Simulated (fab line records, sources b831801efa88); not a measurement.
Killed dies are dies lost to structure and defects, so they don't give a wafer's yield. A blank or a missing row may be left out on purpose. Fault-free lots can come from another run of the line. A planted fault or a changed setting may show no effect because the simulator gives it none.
Lot-split experiment :: flow gf180mcu :: 5 lots, 23 wafers read, on a route of 602 steps

== SPLIT DETAILS ==
At GF_NWELL_IMPLANT_08, the setting dose cm2 was moved away from the recipe's 1.5e+13 on 8 of the 23 wafers read, by -12.9% to +13.3%. For the rest of the wafers, this setting stayed at what the recipe calls for.

== FROM THE SPLIT TO THE READING: what the file shows between them, 2 steps ==
- GF_NWELL_IMPLANT_09
- GF_NWELL_STRIP_10: strips in O2/N2

== THE READING ==
NWELL_TW, at GF_NWELL_TW_MEAS_11. Typical for fault-free wafers on this fab line: 1575, with standard deviation 11.

wafer: L074.1
tool, chamber at the split: implanter-03, 0
dose cm2 as run: 1.5e+13
against the recipe: recipe
NWELL_TW: 1569
against lot-mates on the recipe: -

wafer: L074.2
tool, chamber at the split: implanter-03, 0
dose cm2 as run: 1.306e+13
against the recipe: -12.9%
NWELL_TW: 1507
against lot-mates on the recipe: -63

wafer: L074.3
tool, chamber at the split: implanter-03, 0
dose cm2 as run: 1.5e+13
against the recipe: recipe
NWELL_TW: 1566
against lot-mates on the recipe: -

wafer: L074.4
tool, chamber at the split: implanter-03, 0
dose cm2 as run: 1.5e+13
against the recipe: recipe
NWELL_TW: 1574
against lot-mates on the recipe: -

wafer: L074.5
tool, chamber at the split: implanter-03, 0
dose cm2 as run: 1.306e+13
against the recipe: -12.9%
NWELL_TW: 1506
against lot-mates on the recipe: -64

wafer: L076.1
tool, chamber at the split: implanter-03, 0
dose cm2 as run: 1.5e+13
against the recipe: recipe
NWELL_TW: 1556
against lot-mates on the recipe: -

wafer: L076.3
tool, chamber at the split: implanter-03, 0
dose cm2 as run: 1.5e+13
against the recipe: recipe
NWELL_TW: 1562
against lot-mates on the recipe: -

wafer: L076.4
tool, chamber at the split: implanter-03, 0
dose cm2 as run: 1.5e+13
against the recipe: recipe
NWELL_TW: 1563
against lot-mates on the recipe: -

wafer: L076.5
tool, chamber at the split: implanter-03, 0
dose cm2 as run: 1.5e+13
against the recipe: recipe
NWELL_TW: 1564
against lot-mates on the recipe: -

wafer: L076.6
tool, chamber at the split: implanter-03, 0
dose cm2 as run: 1.5e+13
against the recipe: recipe
NWELL_TW: 1562
against lot-mates on the recipe: -

wafer: L079.1
tool, chamber at the split: implanter-03, 0
dose cm2 as run: 1.5e+13
against the recipe: recipe
NWELL_TW: 1571
against lot-mates on the recipe: -

wafer: L079.4
tool, chamber at the split: implanter-03, 0
dose cm2 as run: 1.5e+13
against the recipe: recipe
NWELL_TW: 1570
against lot-mates on the recipe: -

wafer: L079.5
tool, chamber at the split: implanter-03, 0
dose cm2 as run: 1.5e+13
against the recipe: recipe
NWELL_TW: 1570
against lot-mates on the recipe: -

wafer: L080.1
tool, chamber at the split: implanter-03, 0
dose cm2 as run: 1.5e+13
against the recipe: recipe
NWELL_TW: 1581
against lot-mates on the recipe: -

wafer: L080.2
tool, chamber at the split: implanter-03, 0
dose cm2 as run: 1.381e+13
against the recipe: -7.9%
NWELL_TW: 1550
against lot-mates on the recipe: -32

wafer: L080.3
tool, chamber at the split: implanter-03, 0
dose cm2 as run: 1.5e+13
against the recipe: recipe
NWELL_TW: 1584
against lot-mates on the recipe: -

wafer: L080.5
tool, chamber at the split: implanter-03, 0
dose cm2 as run: 1.381e+13
against the recipe: -7.9%
NWELL_TW: 1550
against lot-mates on the recipe: -32

wafer: L080.6
tool, chamber at the split: implanter-03, 0
dose cm2 as run: 1.381e+13
against the recipe: -7.9%
NWELL_TW: 1545
against lot-mates on the recipe: -38

wafer: L083.2
tool, chamber at the split: implanter-01, 0
dose cm2 as run: 1.699e+13
against the recipe: +13.3%
NWELL_TW: 1650
against lot-mates on the recipe: +54

wafer: L083.3
tool, chamber at the split: implanter-01, 0
dose cm2 as run: 1.699e+13
against the recipe: +13.3%
NWELL_TW: 1654
against lot-mates on the recipe: +58

wafer: L083.4
tool, chamber at the split: implanter-01, 0
dose cm2 as run: 1.699e+13
against the recipe: +13.3%
NWELL_TW: 1647
against lot-mates on the recipe: +51

wafer: L083.5
tool, chamber at the split: implanter-01, 0
dose cm2 as run: 1.5e+13
against the recipe: recipe
NWELL_TW: 1593
against lot-mates on the recipe: -

wafer: L083.6
tool, chamber at the split: implanter-01, 0
dose cm2 as run: 1.5e+13
against the recipe: recipe
NWELL_TW: 1599
against lot-mates on the recipe: -

FIT RESULTS
A straight line over all 23 wafers: NWELL_TW changes by +5.15 for each +1% of dose cm2; r = +0.95; the points scatter about the line by 12.
The same after taking each lot's own level away (the mean of its wafers on the recipe; 23 wafers): +4.38 for each +1%; r = +0.99; scatter 3.4.
The reading moves by 58 for the largest change in dose cm2, on that fit.
Measured against the standard deviation above, the lots' own levels, which go from 1561.4 to 1596.0, span 3.1 times it.
So the lot-to-lot level changes the slope: the two fits differ.
Check: for one of the wafers moved furthest among these (+13.3%), held out of the fit, the line's prediction against its lot-mates is +57.9. Against them it came out at +54.

== OTHER SPLITS APPLIED TO THESE WAFERS ==
Before the reading, these wafers also passed through other splits. Each is held against what the fit with the lots' levels taken away leaves over:
other split on the same wafers: GF_STI_CVD_03 time s
wafers away from the commonest value: 18
r with NWELL_TW (lot level and that fit taken away): -0.18

other split on the same wafers: GF_STI_DEVELOP_11 develop time s
wafers away from the commonest value: 9
r with NWELL_TW (lot level and that fit taken away): +0.10

other split on the same wafers: GF_STI_CVD_23 sih4 flow sccm
wafers away from the commonest value: 11
r with NWELL_TW (lot level and that fit taken away): -0.16

other split on the same wafers: GF_STI_OXIDATION_29 temp c
wafers away from the commonest value: 18
r with NWELL_TW (lot level and that fit taken away): +0.06

other split on the same wafers: GF_DNWELL_STRIP_08 platen temp c
wafers away from the commonest value: 6
r with NWELL_TW (lot level and that fit taken away): -0.18

== THE FILE'S OWN FIT ==
NWELL_TW changes by +4.45 for each +1% of dose cm2, r = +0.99.
